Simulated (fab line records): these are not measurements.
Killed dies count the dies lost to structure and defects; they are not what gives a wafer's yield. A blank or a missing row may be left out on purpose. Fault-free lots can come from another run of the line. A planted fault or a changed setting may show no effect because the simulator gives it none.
The tool behind it: which one?    flow sfq line    13 lots with 39 wafers sampled at 6 steps, on a route of 325 steps

## WHAT THE GAUGES SHOWED, per wafer
SFQ_M8_RS_MEAS_949: a four-point-probe measurement.
lot   measured      on             M8_AU_RS (ohm/sq)
L977  day 82 11:41  film metro-01  0.1542 0.1534 0.1524
L978  day 82 17:41  film metro-03  0.1547 0.1536 0.1532
L980  day 83 11:46  film metro-02  0.1539 0.1543 0.1556
L982  day 83 17:46  film metro-01  0.1551 0.1533 0.1556
L983  day 83 18:58  film metro-03  0.1547 0.1534 0.1546
L984  day 85 09:29  film metro-01  0.1551 0.1548 0.1544
L985  day 85 11:50  film metro-02  0.1527 0.1521 0.1546
L990  day 85 23:49  film metro-01  0.1563 0.1532 0.1549
L992  day 86 15:34  film metro-01  0.1539 0.1539 0.1407 0.1541 0.1534 0.1408
L994  day 87 02:28  film metro-01  0.1543 0.1575 0.1534
L997  day 88 21:24  film metro-03  0.1580 0.1558 0.1570
L999  day 89 09:24  film metro-01  0.1545 0.1544 0.1526
L100  day 89 11:49  film metro-01  0.1552 0.1578 0.1539

SFQ_M8_THK_MEAS_950: measures by xrf.
lot   measured      on             M8_AU_THK (nm)
L977  day 82 11:48  film metro-01  183.3 185.0 185.8
L978  day 82 17:48  film metro-03  182.2 184.0 183.9
L980  day 83 11:53  film metro-02  179.1 178.3 177.1
L982  day 83 17:53  film metro-01  181.1 183.2 181.6
L983  day 83 19:05  film metro-03  180.9 183.8 181.2
L984  day 85 09:34  film metro-01  180.3 180.7 181.2
L985  day 85 11:57  film metro-02  181.6 181.3 178.6
L990  day 85 23:56  film metro-01  180.0 182.7 181.3
L992  day 86 19:17  film metro-01  182.5 183.1 200.8 182.8 182.6 199.8
L994  day 87 02:35  film metro-01  182.1 179.2 184.2
L997  day 88 21:31  film metro-03  177.8 180.6 178.1
L999  day 89 09:31  film metro-01  181.6 180.7 184.4
L100  day 89 11:56  film metro-01  180.9 177.4 182.2

## TOOL THAT RAN EACH LOT (tool first, then ch and the chambers of the sampled wafers, then the start)
lot   SFQ_TRILAYER_M4_STRIP_STRIP_097    SFQ_TRILAYER_R5_ETCH_METAL_ETCH_139  SFQ_TRILAYER_M6_ETCH_METAL_ETCH_162  SFQ_TRILAYER_M8_DEP_EVAP_196
L977  rie metal-01 ch 0,1, day 36 11:07  rie metal-02 ch 0,1, day 55 14:55    rie metal-01 ch 0,1, day 67 12:17    pvd sputter-01, day 82 11:10
L978  rie metal-01 ch 0,1, day 36 20:43  rie metal-04 ch 0,1, day 55 17:19    rie metal-02 ch 0,1, day 67 15:53    pvd sputter-02, day 82 17:10
L980  rie metal-01 ch 0,1, day 36 23:15  rie metal-02 ch 0,1, day 56 06:39    rie metal-01 ch 0,1, day 68 01:29    pvd sputter-02, day 83 11:15
L982  rie metal-01 ch 0,1, day 44 19:08  rie metal-01 ch 0,1, day 56 13:43    rie metal-01 ch 0,1, day 68 08:54    pvd sputter-02, day 83 17:15
L983  rie metal-02 ch 0,1, day 45 05:56  rie metal-02 ch 0,1, day 58 13:23    rie metal-02 ch 0,1, day 68 17:18    pvd sputter-01, day 83 18:27
L984  rie metal-02 ch 0,1, day 45 17:54  rie metal-02 ch 0,1, day 59 06:20    rie metal-02 ch 0,1, day 70 20:54    pvd sputter-02, day 85 08:54
L985  rie metal-04 ch 0,1, day 46 06:54  rie metal-01 ch 0,1, day 59 15:55    rie metal-02 ch 0,1, day 71 04:03    pvd sputter-01, day 85 11:18
L990  rie metal-04 ch 0,1, day 47 22:30  rie metal-01 ch 0,1, day 66 13:29    rie metal-02 ch 0, day 77 02:42      pvd sputter-02, day 85 23:18
L992  rie metal-01 ch 0,1, day 48 23:42  rie metal-04 ch 0,1, day 67 13:29    rie metal-03 ch 0,1, day 78 00:29    pvd sputter-02, day 86 15:02
L994  rie metal-02 ch 0,1, day 49 17:38  rie metal-04 ch 0,1, day 68 20:53    rie metal-02 ch 0,1, day 79 06:12    pvd sputter-01, day 87 01:57
L997  rie metal-02 ch 0,1, day 50 16:33  rie metal-01 ch 0,1, day 69 22:40    rie metal-02 ch 0,1, day 80 02:27    pvd sputter-01, day 88 20:53
L999  rie metal-02 ch 0,1, day 51 04:33  rie metal-02 ch 0,1, day 70 12:08    rie metal-01 ch 0,1, day 80 15:03    pvd sputter-01, day 89 08:53
L100  rie metal-04 ch 0,1, day 51 10:33  rie metal-04 ch 0,1, day 70 13:20    rie metal-02 ch 1, day 80 16:15      pvd sputter-02, day 89 11:17
- SFQ_TRILAYER_M4_STRIP_STRIP_097: strips in O2.
- SFQ_TRILAYER_R5_ETCH_METAL_ETCH_139: etches the open film in Cl2, stops on SiO2, target depth 60 nm, time 40 s.
- SFQ_TRILAYER_M6_ETCH_METAL_ETCH_162: etches Nb in Cl2/Ar, stops on SiO2, target depth 240 nm, time 120 s.
- SFQ_TRILAYER_M8_DEP_EVAP_196: material Au, target thk 180 nm, time 900 s.

## AS READ BY THE TOOLS THEMSELVES (means over the sampled wafers that have a number; for cases with no such wafer, the mark the record gives instead)
SFQ_TRILAYER_M4_STRIP_STRIP_097.
lot   tool          drypump motor current A (A)  oes product au (a.u.)
L977  rie metal-01  5.53                         0.991
L978  rie metal-01  5.44                         0.997
L980  rie metal-01  5.47                         1.006
L982  rie metal-01  5.54                         0.999
L983  rie metal-02  5.41                         1.003
L984  rie metal-02  5.61                         1.000
L985  rie metal-04  5.57                         0.992
L990  rie metal-04  5.57                         0.997
L992  rie metal-01  5.55                         1.007
L994  rie metal-02  5.62                         0.998
L997  rie metal-02  5.63                         1.006
L999  rie metal-02  5.43                         0.991
L100  rie metal-04  5.55                         1.006

SFQ_TRILAYER_R5_ETCH_METAL_ETCH_139.
lot   tool          drypump motor current A (A)  oes product au (a.u.)
L977  rie metal-02  5.62                         0.988
L978  rie metal-04  5.58                         0.994
L980  rie metal-02  5.42                         0.992
L982  rie metal-01  5.44                         0.984
L983  rie metal-02  5.41                         0.992
L984  rie metal-02  5.62                         0.990
L985  rie metal-01  5.47                         0.992
L990  rie metal-01  5.46                         0.987
L992  rie metal-04  5.57                         0.987
L994  rie metal-04  5.58                         0.989
L997  rie metal-01  5.48                         0.986
L999  rie metal-02  5.40                         0.985
L100  rie metal-04  5.59                         0.993

SFQ_TRILAYER_M6_ETCH_METAL_ETCH_162.
lot   tool          drypump motor current A (A)  oes product au (a.u.)
L977  rie metal-01  5.51                         0.884
L978  rie metal-02  5.61                         0.896
L980  rie metal-01  5.51                         0.903
L982  rie metal-01  5.47                         0.896
L983  rie metal-02  5.43                         0.900
L984  rie metal-02  5.43                         0.899
L985  rie metal-02  5.42                         0.903
L990  rie metal-02  5.21                         0.894
L992  rie metal-03  5.59                         0.901
L994  rie metal-02  5.42                         0.890
L997  rie metal-02  5.63                         0.887
L999  rie metal-01  5.53                         0.884
L100  rie metal-02  5.82                         0.905

## THE ANSWER, worked out from the rows above alone
Rule: the lots themselves supply what counts as usual. The widest of any qualifying gaps counts: lots, ordered by their means at a reading, are off when they make up no more than a third of the lots, leave a main group of 4 or more, and stand apart from it by 3 or more times the standard deviation of that group's means. If all means in a main group match to the digits the tables above print for the reading, that group is not used. A lot without any number at a reading at which 4 lots or more have one is off too. All remaining lots with rows at the step are treated as sound. Order of review: gauges by route order, followed by the tools' own readings, for which a lot's mean as printed above is used. The first step at which some lot is off is used, and at that step the reading that is off furthest; a lot without a number counts as furthest.
Off: L992, seen at SFQ_M8_RS_MEAS_949 (M8_AU_RS). Mean 0.1546 ohm/sq and standard deviation 0.00099 in the main group.
If a tool, at a process step before that reading, ran all the lots that are off and no sound lot after the first of them, it fits. Gauges at SFQ_M8_RS_MEAS_949: tried the same way as those tools. 2 tools fit, rie metal-01 at SFQ_TRILAYER_M4_STRIP_STRIP_097 and rie metal-03 at SFQ_TRILAYER_M6_ETCH_METAL_ETCH_162, so this cannot tell which one it is.

## WHAT THE SIMULATOR HAD PUT IN
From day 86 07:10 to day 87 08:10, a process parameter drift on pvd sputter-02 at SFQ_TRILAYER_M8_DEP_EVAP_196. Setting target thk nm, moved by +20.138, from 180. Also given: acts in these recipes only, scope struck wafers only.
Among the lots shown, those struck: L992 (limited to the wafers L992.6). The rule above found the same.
